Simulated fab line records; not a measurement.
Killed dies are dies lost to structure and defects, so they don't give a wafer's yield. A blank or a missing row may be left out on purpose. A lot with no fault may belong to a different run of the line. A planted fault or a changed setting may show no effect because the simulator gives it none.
fab line records	flow gf180mcu	part 1 of 2: steps 1 to 29 of 41
record lots=5	wafers=15	last_day=33
route steps=602 shown HV_LDD@209 NSD@235 PSD@248
lots that met no fault: from a run of the same line without faults
start_h: hours from the record's first day to the start of the lot's first wafer shown	wait_h: hours elapsed since this lot's preceding step	" repeats the value in the row above	L1.1+2: a single row standing in for several wafers	- no value present, or no start provided	* or withheld: withheld	< > ~ a bound
route shown NAME@n: a module of which the file shows steps, and the number in the route of the first	usual: the fault-free wafers' mean and standard deviation	same: alike in all rows	chamber/n: place in a boat	sites: per-site readings	_std_site: the standard deviation of these	_edge_site: the outer-site mean with the inner-site mean subtracted	radius_mm: how far each site lies from the wafer's centre	mask NAME#n: copy n	behind: the tool/chamber that last shaped the wafer	hold: why the lot went on hold/how many hours it stayed there/how the hold came to an end	device: names the non-switching transistor (n, p or np)	end of line: tests of these same wafers at the route's end	where a step has no rows: the recipe by itself	killed: dies lost to structure and defects at the first sort, not the wafer's yield	map: shows each die of a wafer: x if killed, . if not, _ if none is there
set.NAME: the setting that was run; set.NAME@STEP: the one run at that earlier step	model.NAME: the simulator's own value behind a step, which no gauge read
a table for each step, a row for each wafer; lots at some steps of the route
services: the hour from which a tool's chamber was out of use, counted from the record's first day as start_h (under 0 if before that day), plus the number of hours and why
## steps
# step GF_HV_LDD_IMPLANT_33
# recipe species=P	energy_kev=60	dose_cm2=7.5e+12	tilt_deg=30	rotation_deg=0
lot.wafer	tool	chamber	start_h	wait_h
L074.2+3+6	implanter-02	0	258.53	0.0
L083.1+5+6	implanter-04	0	329.80	0.0
L085.1+3+5	implanter-04	0	343.59	0.0
L086.1+2+4	implanter-04	0	346.90	0.0
L095.1+4+5	implanter-02	0	415.50	0.0
# step GF_HV_LDD_IMPLANT_34
# recipe species=P	energy_kev=60	dose_cm2=7.5e+12	tilt_deg=30	rotation_deg=90
lot.wafer	tool	chamber	start_h	wait_h
L074.2+3+6	implanter-02	0	258.68	0.1
L083.1+5+6	implanter-04	0	329.95	0.1
L085.1+3+5	implanter-04	0	343.74	0.1
L086.1+2+4	implanter-04	0	347.05	0.1
L095.1+4+5	implanter-02	0	415.65	0.1
# step GF_HV_LDD_IMPLANT_35
# recipe species=P	energy_kev=60	dose_cm2=7.5e+12	tilt_deg=30	rotation_deg=180
lot.wafer	tool	chamber	start_h	wait_h
L074.2+3+6	implanter-02	0	258.83	0.1
L083.1+5+6	implanter-04	0	330.10	0.1
L085.1+3+5	implanter-04	0	343.89	0.1
L086.1+2+4	implanter-04	0	347.20	0.1
L095.1+4+5	implanter-02	0	415.80	0.1
# step GF_HV_LDD_IMPLANT_36
# recipe species=P	energy_kev=60	dose_cm2=7.5e+12	tilt_deg=30	rotation_deg=270
lot.wafer	tool	chamber	start_h	wait_h
L074.2+3+6	implanter-02	0	258.98	0.1
L083.1+5+6	implanter-04	0	330.25	0.1
L085.1+3+5	implanter-04	0	344.04	0.1
L086.1+2+4	implanter-04	0	347.35	0.1
L095.1+4+5	implanter-02	0	415.95	0.1
# step GF_HV_LDD_STRIP_37
# recipe chemistry=O2/N2	power_w=1400	pressure_mtorr=1500	platen_temp_c=250	o2_flow_sccm=3000	n2_flow_sccm=300	overash_fraction=0.5
# usual drypump_motor_current_A=5.8/0.41	heater_power_w=336/30	oes_product_au=0.717/0.0046	strip_time_to_endpoint_s=12.65/0.033
lot.wafer	tool	chamber	start_h	wait_h	drypump_motor_current_A	heater_power_w	oes_product_au	rf_hours_counter_h	strip_time_to_endpoint_s
L074.2	plasma_asher-02	1	259.11	0.1	5.9	310	0.716	16	12.68
L074.3	"	1	"	"	5.9	303	0.723	-	12.65
L074.6	"	0	"	"	5.2	327	0.719	-	12.64
L083.1	plasma_asher-03	0	330.40	0.1	5.9	357	0.712	71	12.67
L083.5	"	1	"	"	5.5	315	0.720	-	12.69
L083.6	"	0	"	"	6.0	350	0.718	-	12.66
L085.1	plasma_asher-01	0	344.19	0.1	5.8	419	0.717	67	12.69
L085.3	"	0	"	"	5.8	415	0.722	-	12.69
L085.5	"	1	"	"	6.6	340	0.719	-	12.66
L086.1	plasma_asher-03	0	347.50	0.1	6.0	346	0.713	73	12.61
L086.2	"	1	"	"	5.5	314	0.719	73	12.59
L086.4	"	0	"	"	6.0	345	0.712	-	12.61
L095.1	plasma_asher-03	1	416.10	0.1	5.5	319	0.710	80	12.62
L095.4	"	0	"	"	6.0	344	0.718	-	12.63
L095.5	"	0	"	"	6.0	352	0.716	-	12.58
# step GF_HV_LDD_TW_MEAS_38
# usual HV_LDD_3_TW=1425/12
lot.wafer	tool	chamber	start_h	wait_h	HV_LDD_3_TW
L074.2	film_metro-02	-	259.22	0.1	1412
L074.3	"	-	"	"	1412
L074.6	"	-	"	"	1409
L083.1	film_metro-04	-	330.50	0.1	1423
L083.5	"	-	"	"	1424
L083.6	"	-	"	"	1431
L085.1	film_metro-02	-	344.29	0.1	1414
L085.3	"	-	"	"	1414
L085.5	"	-	"	"	1417
L086.1	film_metro-04	-	347.60	0.1	1426
L086.2	"	-	"	"	1419
L086.4	"	-	"	"	1418
L095.1	film_metro-04	-	416.20	0.1	1408
L095.4	"	-	"	"	1411
L095.5	"	-	"	"	1413
# step GF_HV_LDD_DEHYDRATE_39
# recipe temp_c=200	time_s=60
# usual plate_temp_C=199.98/0.17
lot.wafer	tool	chamber	start_h	wait_h	plate_temp_C
L074.2	litho_track-03	0	268.12	8.9	200.12
L074.3	"	0	"	"	200.02
L074.6	"	0	"	"	199.84
L083.1	litho_track-03	0	340.60	10.1	200.22
L083.5	"	0	"	"	200.32
L083.6	"	0	"	"	200.23
L085.1	litho_track-02	0	354.63	10.3	199.68
L085.3	"	0	"	"	199.86
L085.5	"	0	"	"	199.89
L086.1	litho_track-04	0	357.95	10.3	199.94
L086.2	"	0	"	"	200.04
L086.4	"	0	"	"	200.06
L095.1	litho_track-03	0	426.99	10.8	199.99
L095.4	"	0	"	"	200.23
L095.5	"	0	"	"	200.25
# step GF_HV_LDD_HMDS_40
# recipe prime_time_s=60	prime_temp_c=120
lot.wafer	tool	chamber	start_h	wait_h
L074.2+3+6	litho_track-03	0	268.27	0.1
L083.1+5+6	litho_track-03	0	340.75	0.1
L085.1+3+5	litho_track-02	0	354.78	0.1
L086.1+2+4	litho_track-04	0	358.10	0.1
L095.1+4+5	litho_track-03	0	427.14	0.1
# step GF_HV_LDD_COAT_41
# recipe resist=NOVOLAK	spin_rpm=3000	resist_thk_nm=1000
lot.wafer	tool	chamber	start_h	wait_h
L074.2+3+6	litho_track-03	0	268.42	0.1
L083.1+5+6	litho_track-03	0	340.90	0.1
L085.1+3+5	litho_track-02	0	354.93	0.1
L086.1+2+4	litho_track-04	0	358.25	0.1
L095.1+4+5	litho_track-03	0	427.29	0.1
# step GF_HV_LDD_SOFTBAKE_42
# recipe temp_c=90	time_s=60	resist=NOVOLAK
# usual plate_temp_C=90.00/0.12
lot.wafer	tool	chamber	start_h	wait_h	plate_temp_C
L074.2	litho_track-03	0	268.57	0.1	89.97
L074.3	"	0	"	"	90.00
L074.6	"	0	"	"	90.00
L083.1	litho_track-03	0	341.05	0.1	90.10
L083.5	"	0	"	"	89.84
L083.6	"	0	"	"	89.77
L085.1	litho_track-02	0	355.08	0.1	89.83
L085.3	"	0	"	"	90.06
L085.5	"	0	"	"	89.82
L086.1	litho_track-04	0	358.40	0.1	90.03
L086.2	"	0	"	"	90.02
L086.4	"	0	"	"	89.99
L095.1	litho_track-03	0	427.44	0.1	89.76
L095.4	"	0	"	"	89.96
L095.5	"	0	"	"	89.80
# step GF_HV_LDD_EXPOSE_43
# recipe mask_id=Pplus_HV_AREA	target_cd_nm=400	na=0.6	source_shape=conventional	sigma_outer=0.6	dose_mj=140
# usual reticle_temp_C=23.01/0.094
lot.wafer	tool	chamber	start_h	wait_h	mask	reticle_temp_C
L074.2	iline_stepper-02	0	-	-	Pplus_HV_AREA#0	23.00
L074.3	"	0	"	"	Pplus_HV_AREA#0	22.94
L074.6	"	0	"	"	Pplus_HV_AREA#0	22.91
L083.1	iline_stepper-01	0	-	-	Pplus_HV_AREA#0	22.87
L083.5	"	0	"	"	Pplus_HV_AREA#0	23.02
L083.6	"	0	"	"	Pplus_HV_AREA#0	22.95
L085.1	iline_stepper-01	0	-	-	Pplus_HV_AREA#0	22.95
L085.3	"	0	"	"	Pplus_HV_AREA#0	23.01
L085.5	"	0	"	"	Pplus_HV_AREA#0	22.93
L086.1	iline_stepper-02	0	-	-	Pplus_HV_AREA#0	23.15
L086.2	"	0	"	"	Pplus_HV_AREA#0	22.93
L086.4	"	0	"	"	Pplus_HV_AREA#0	22.97
L095.1	iline_stepper-01	0	-	-	Pplus_HV_AREA#0	22.92
L095.4	"	0	"	"	Pplus_HV_AREA#0	22.89
L095.5	"	0	"	"	Pplus_HV_AREA#0	22.80
# step GF_HV_LDD_PEB_44
# recipe temp_c=withheld	time_s=*	resist=NOVOLAK
lot.wafer	tool	chamber	start_h	wait_h
L074.2+3+6	litho_track-04	0	-	-
L083.1+5+6	litho_track-04	0	-	-
L085.1+3+5	litho_track-03	0	-	-
L086.1+2+4	litho_track-02	0	-	-
L095.1+4+5	litho_track-04	0	-	-
# step GF_HV_LDD_DEVELOP_45
# recipe develop_time_s=60	dev_temp_c=23
lot.wafer	tool	chamber	start_h	wait_h
L074.2+3+6	litho_track-04	0	278.02	0.1
L083.1+5+6	litho_track-04	0	351.70	0.1
L085.1+3+5	litho_track-03	0	366.10	0.1
L086.1+2+4	litho_track-02	0	369.03	0.1
L095.1+4+5	litho_track-04	0	439.15	0.1
# step GF_HV_LDD_CD_MEAS_46
# recipe target_cd_nm=400
# usual cd_nm=400.3/2.6
lot.wafer	tool	chamber	start_h	wait_h	cd_nm
L074.2	cd_sem-02	-	278.17	0.1	398.7
L074.3	"	-	"	"	398.4
L074.6	"	-	"	"	401.4
L083.1	cd_sem-02	-	351.85	0.1	406.5
L083.5	"	-	"	"	406.3
L083.6	"	-	"	"	407.2
L085.1	cd_sem-01	-	366.25	0.1	401.1
L085.3	"	-	"	"	403.2
L085.5	"	-	"	"	399.7
L086.1	cd_sem-02	-	369.18	0.1	404.5
L086.2	"	-	"	"	404.9
L086.4	"	-	"	"	404.0
L095.1	cd_sem-02	-	439.30	0.1	404.8
L095.4	"	-	"	"	404.0
L095.5	"	-	"	"	403.6
# step GF_HV_LDD_OVL_MEAS_47
# usual HV_LDD_03_OVL=-0.4/1.3
lot.wafer	tool	chamber	start_h	wait_h	HV_LDD_03_OVL[nm]
L074.2	overlay-02	-	278.28	0.1	-3.3
L074.3	"	-	"	"	-0.8
L074.6	"	-	"	"	-0.1
L083.1	overlay-01	-	351.97	0.1	0.0
L083.5	"	-	"	"	-0.5
L083.6	"	-	"	"	-1.3
L085.1	overlay-02	-	366.37	0.1	1.4
L085.3	"	-	"	"	2.5
L085.5	"	-	"	"	-0.4
L086.1	overlay-01	-	369.30	0.1	-1.5
L086.2	"	-	"	"	-3.5
L086.4	"	-	"	"	-3.2
L095.1	overlay-02	-	439.42	0.1	-0.4
L095.4	"	-	"	"	0.5
L095.5	"	-	"	"	-1.8
# step GF_HV_LDD_IMPLANT_48
# recipe species=B	energy_kev=25	dose_cm2=3e+13	tilt_deg=7
lot.wafer	tool	chamber	start_h	wait_h
L074.2+3+6	implanter-04	0	278.33	0.0
L083.1+5+6	implanter-04	0	352.00	0.0
L085.1+3+5	implanter-02	0	366.40	0.0
L086.1+2+4	implanter-04	0	369.34	0.0
L095.1+4+5	implanter-04	0	439.45	0.0
# step GF_HV_LDD_STRIP_49
# recipe chemistry=O2/N2	power_w=1400	pressure_mtorr=1500	platen_temp_c=250	o2_flow_sccm=3000	n2_flow_sccm=300	overash_fraction=0.5
# usual drypump_motor_current_A=5.9/0.46	heater_power_w=344/36	oes_product_au=0.715/0.0048	strip_time_to_endpoint_s=12.637/0.028
lot.wafer	tool	chamber	start_h	wait_h	drypump_motor_current_A	heater_power_w	oes_product_au	rf_hours_counter_h	strip_time_to_endpoint_s
L074.2	plasma_asher-01	1	278.46	0.1	6.6	334	0.716	60	12.669
L074.3	"	1	"	"	6.6	338	0.724	-	12.675
L074.6	"	0	"	"	5.8	414	0.721	-	12.638
L083.1	plasma_asher-01	1	352.15	0.1	6.6	331	0.710	68	12.691
L083.5	"	1	"	"	6.6	346	0.716	-	12.651
L083.6	"	0	"	"	5.8	410	0.714	-	12.617
L085.1	plasma_asher-01	1	366.55	0.1	6.7	333	0.709	69	12.626
L085.3	"	0	"	"	5.8	421	0.714	-	12.587
L085.5	"	0	"	"	5.8	408	0.723	-	12.616
L086.1	plasma_asher-02	1	369.49	0.1	5.9	306	0.725	27	12.656
L086.2	"	0	"	"	5.2	332	0.710	27	12.636
L086.4	"	0	"	"	5.2	330	0.710	-	12.632
L095.1	plasma_asher-02	0	439.60	0.1	5.2	331	0.711	34	12.618
L095.4	"	1	"	"	5.9	305	0.718	-	12.609
L095.5	"	0	"	"	5.2	318	0.716	-	12.629
# step GF_HV_LDD_TW_MEAS_50
# usual HV_LDD_4_TW=566/7.2
lot.wafer	tool	chamber	start_h	wait_h	HV_LDD_4_TW
L074.2	film_metro-01	-	278.57	0.1	583
L074.3	"	-	"	"	576
L074.6	"	-	"	"	581
L083.1	film_metro-02	-	352.25	0.1	560
L083.5	"	-	"	"	562
L083.6	"	-	"	"	562
L085.1	film_metro-04	-	366.65	0.1	562
L085.3	"	-	"	"	563
L085.5	"	-	"	"	564
L086.1	film_metro-04	-	369.59	0.1	562
L086.2	"	-	"	"	564
L086.4	"	-	"	"	564
L095.1	film_metro-01	-	439.70	0.1	572
L095.4	"	-	"	"	576
L095.5	"	-	"	"	573
# step GF_HV_LDD_CLEAN_51
# recipe chemistry=SC1/SC2	mix=1:4:20	temp_c=70	time_s=150	dry=n2_spin
# usual bath_guard_temp_C=70.0/0.56	bath_heat_duty_pct=13.9/1.5
lot.wafer	tool	chamber	start_h	wait_h	bath_guard_temp_C	bath_heat_duty_pct
L074.2	wet_bench-04	1	278.62	0.0	69.5	13.9
L074.3	"	1	"	"	69.8	16.5
L074.6	"	1	"	"	69.5	16.4
L083.1	wet_bench-01	2	352.31	0.1	70.1	11.6
L083.5	"	2	"	"	70.5	12.0
L083.6	"	2	"	"	71.0	12.0
L085.1	wet_bench-04	3	366.71	0.1	69.5	14.2
L085.3	"	3	"	"	69.8	14.8
L085.5	"	3	"	"	69.8	14.1
L086.1	wet_bench-04	1	369.65	0.1	70.0	14.8
L086.2	"	1	"	"	69.5	16.9
L086.4	"	1	"	"	70.1	16.2
L095.1	wet_bench-04	3	439.76	0.1	69.9	13.9
L095.4	"	3	"	"	70.1	15.6
L095.5	"	3	"	"	69.7	15.0
# step GF_HV_LDD_RTA_52
# recipe temp_c=1000	time_s=10	ambient=N2
# usual lamp_power_pct=30.9/1.8	wafer_temp_C_max=1005.6/1.3
lot.wafer	tool	chamber	start_h	wait_h	lamp_power_pct	wafer_temp_C_max
L074.2	rtp_anneal-02	0	278.68	0.0	32.9	1004.1
L074.3	"	0	"	"	32.9	1004.6
L074.6	"	0	"	"	32.9	1005.7
L083.1	rtp_anneal-01	0	352.37	0.0	29.2	1007.6
L083.5	"	0	"	"	29.1	1007.4
L083.6	"	0	"	"	29.2	1007.8
L085.1	rtp_anneal-01	0	366.76	0.0	29.2	1006.5
L085.3	"	0	"	"	29.2	1006.1
L085.5	"	0	"	"	29.2	1005.0
L086.1	rtp_anneal-02	0	369.70	0.0	32.9	1004.1
L086.2	"	0	"	"	32.8	1005.3
L086.4	"	0	"	"	32.9	1003.7
L095.1	rtp_anneal-01	0	439.82	0.0	29.2	1005.8
L095.4	"	0	"	"	29.2	1005.7
L095.5	"	0	"	"	29.2	1007.3
# step GF_HV_LDD_RS_MEAS_53
# recipe thk_meas_gauge=four-point-probe
# usual HV_LDD_RS=418.5/1
lot.wafer	tool	chamber	start_h	wait_h	HV_LDD_RS[ohm/sq]
L074.2	film_metro-02	-	278.75	0.1	418.1
L074.3	"	-	"	"	417.4
L074.6	"	-	"	"	417.6
L083.1	film_metro-04	-	352.44	0.1	418.4
L083.5	"	-	"	"	419.6
L083.6	"	-	"	"	419.1
L085.1	film_metro-04	-	366.83	0.1	418.8
L085.3	"	-	"	"	418.1
L085.5	"	-	"	"	419.4
L086.1	film_metro-04	-	369.76	0.1	418.4
L086.2	"	-	"	"	418.2
L086.4	"	-	"	"	418.9
L095.1	film_metro-01	-	439.88	0.1	418.6
L095.4	"	-	"	"	418.7
L095.5	"	-	"	"	417.6
# step GF_HV_LDD_CVD_54
# recipe material=SiO2	target_thk_nm=10	precursor=TEOS	temp_c=680	time_s=75	pressure_mtorr=400
# usual spike_tc_bottom_C=700.8/1.1
lot.wafer	tool	chamber	start_h	wait_h	spike_tc_bottom_C
L074.2	lpcvd-01	1	278.85	0.1	699.1
L074.3	"	1	"	"	702.5
L074.6	"	1	"	"	699.7
L083.1	lpcvd-02	0	352.56	0.1	701.8
L083.5	"	0	"	"	699.1
L083.6	"	0	"	"	699.7
L085.1	lpcvd-02	1	366.95	0.1	702.7
L085.3	"	1	"	"	702.2
L085.5	"	1	"	"	701.0
L086.1	lpcvd-01	1	369.88	0.1	701.2
L086.2	"	1	"	"	701.4
L086.4	"	1	"	"	699.2
L095.1	lpcvd-02	1	440.00	0.1	700.7
L095.4	"	1	"	"	702.7
L095.5	"	1	"	"	702.7
# step GF_HV_LDD_THK_MEAS_55
# recipe reads=SiO2_of_HV_LDD_CVD_54
# usual HV_LDD_CVD_54_THK=10.03/0.13
lot.wafer	tool	chamber	start_h	wait_h	HV_LDD_CVD_54_THK[nm]
L074.2	film_metro-01	-	279.88	0.0	9.82
L074.3	"	-	"	"	9.91
L074.6	"	-	"	"	10.03
L083.1	film_metro-02	-	353.58	0.0	10.12
L083.5	"	-	"	"	10.13
L083.6	"	-	"	"	10.15
L085.1	film_metro-01	-	367.97	0.0	10.03
L085.3	"	-	"	"	10.08
L085.5	"	-	"	"	10.05
L086.1	film_metro-02	-	370.90	0.0	10.02
L086.2	"	-	"	"	9.89
L086.4	"	-	"	"	9.98
L095.1	film_metro-04	-	441.02	0.0	9.96
L095.4	"	-	"	"	9.92
L095.5	"	-	"	"	9.98
# step GF_HV_LDD_CVD_56
# recipe material=Si3N4	precursor=DCS/NH3	target_thk_nm=90	temp_c=770	time_s=1543	pressure_mtorr=250
# usual spike_tc_bottom_C=789.8/1.1
lot.wafer	tool	chamber	start_h	wait_h	spike_tc_bottom_C
L074.2	lpcvd-02	0	279.93	0.0	788.0
L074.3	"	0	"	"	791.3
L074.6	"	0	"	"	791.2
L083.1	lpcvd-01	1	353.94	0.3	790.1
L083.5	"	1	"	"	790.3
L083.6	"	1	"	"	790.3
L085.1	lpcvd-02	1	368.03	0.1	788.2
L085.3	"	1	"	"	789.9
L085.5	"	1	"	"	791.4
L086.1	lpcvd-02	1	370.96	0.1	789.1
L086.2	"	1	"	"	789.4
L086.4	"	1	"	"	791.3
L095.1	lpcvd-02	1	441.08	0.1	792.4
L095.4	"	1	"	"	789.1
L095.5	"	1	"	"	790.2
# step GF_HV_LDD_THK_MEAS_57
# recipe reads=Si3N4_of_HV_LDD_CVD_56
# usual HV_LDD_CVD_56_THK=89.8/0.82
lot.wafer	tool	chamber	start_h	wait_h	HV_LDD_CVD_56_THK[nm]
L074.2	film_metro-02	-	281.37	0.0	89.8
L074.3	"	-	"	"	89.2
L074.6	"	-	"	"	89.2
L083.1	film_metro-02	-	355.36	0.0	91.9
L083.5	"	-	"	"	91.7
L083.6	"	-	"	"	91.3
L085.1	film_metro-04	-	369.46	0.0	88.7
L085.3	"	-	"	"	88.7
L085.5	"	-	"	"	89.5
L086.1	film_metro-01	-	373.11	0.0	90.5
L086.2	"	-	"	"	89.2
L086.4	"	-	"	"	90.3
L095.1	film_metro-02	-	442.51	0.0	89.6
L095.4	"	-	"	"	89.4
L095.5	"	-	"	"	90.1
# step GF_HV_LDD_ETCHBACK_58
# recipe chemistry=CH3F/O2	target=Si3N4	stop_on=SiO2	source_w=400	bias_w=80	pressure_mtorr=25	ch3f_flow_sccm=40	O2_flow_sccm=30	time_s=100	target_depth_a=900
# usual drypump_motor_current_A=5.8/0.54	oes_product_au=0.842/0.0061	throttle_valve_pct=10.561/0.0084
lot.wafer	tool	chamber	start_h	wait_h	drypump_motor_current_A	oes_product_au	rf_hours_counter_h	throttle_valve_pct
L074.2	rie_diel-02	1	281.42	0.0	6.7	0.842	32	10.559
L074.3	"	3	"	"	5.9	0.844	109	10.559
L074.6	"	3	"	"	5.9	0.840	-	10.556
L083.1	rie_diel-01	2	355.42	0.1	5.1	0.859	119	10.552
L083.5	"	0	"	"	6.0	0.854	-	10.542
L083.6	"	3	"	"	5.1	0.847	-	10.558
L085.1	rie_diel-03	0	369.52	0.1	5.8	0.845	50	10.553
L085.3	"	1	"	"	5.5	0.828	5	10.548
L085.5	"	3	"	"	6.7	0.844	-	10.553
L086.1	rie_diel-03	3	373.17	0.1	6.7	0.842	3	10.560
L086.2	"	0	"	"	5.8	0.841	50	10.553
L086.4	"	1	"	"	5.5	0.850	5	10.556
L095.1	rie_diel-03	1	442.57	0.1	5.5	0.843	7	10.554
L095.4	"	2	"	"	5.6	0.843	99	10.557
L095.5	"	0	"	"	5.7	0.846	-	10.550
# step GF_NSD_DEHYDRATE_00
# recipe temp_c=200	time_s=60
# usual plate_temp_C=200.02/0.14
lot.wafer	tool	chamber	start_h	wait_h	plate_temp_C
L074.2	litho_track-02	0	290.46	9.0	200.18
L074.3	"	0	"	"	200.09
L074.6	"	0	"	"	200.04
L083.1	litho_track-02	0	365.98	10.5	200.08
L083.5	"	0	"	"	200.19
L083.6	"	0	"	"	200.22
L085.1	litho_track-01	0	380.83	11.3	200.16
L085.3	"	0	"	"	199.93
L085.5	"	0	"	"	200.06
L086.1	litho_track-02	0	383.78	10.6	200.02
L086.2	"	0	"	"	199.95
L086.4	"	0	"	"	200.00
L095.1	litho_track-01	0	454.02	11.4	200.25
L095.4	"	0	"	"	200.03
L095.5	"	0	"	"	200.00
# step GF_NSD_HMDS_01
# recipe prime_time_s=60	prime_temp_c=120
lot.wafer	tool	chamber	start_h	wait_h
L074.2+3+6	litho_track-02	0	290.61	0.1
L083.1+5+6	litho_track-02	0	366.13	0.1
L085.1+3+5	litho_track-01	0	380.98	0.1
L086.1+2+4	litho_track-02	0	383.93	0.1
L095.1+4+5	litho_track-01	0	454.17	0.1
# step GF_NSD_COAT_02
# recipe resist=NOVOLAK	spin_rpm=3000	resist_thk_nm=1000
lot.wafer	tool	chamber	start_h	wait_h
L074.2+3+6	litho_track-02	0	290.76	0.1
L083.1+5+6	litho_track-02	0	366.28	0.1
L085.1+3+5	litho_track-01	0	381.13	0.1
L086.1+2+4	litho_track-02	0	384.08	0.1
L095.1+4+5	litho_track-01	0	454.32	0.1
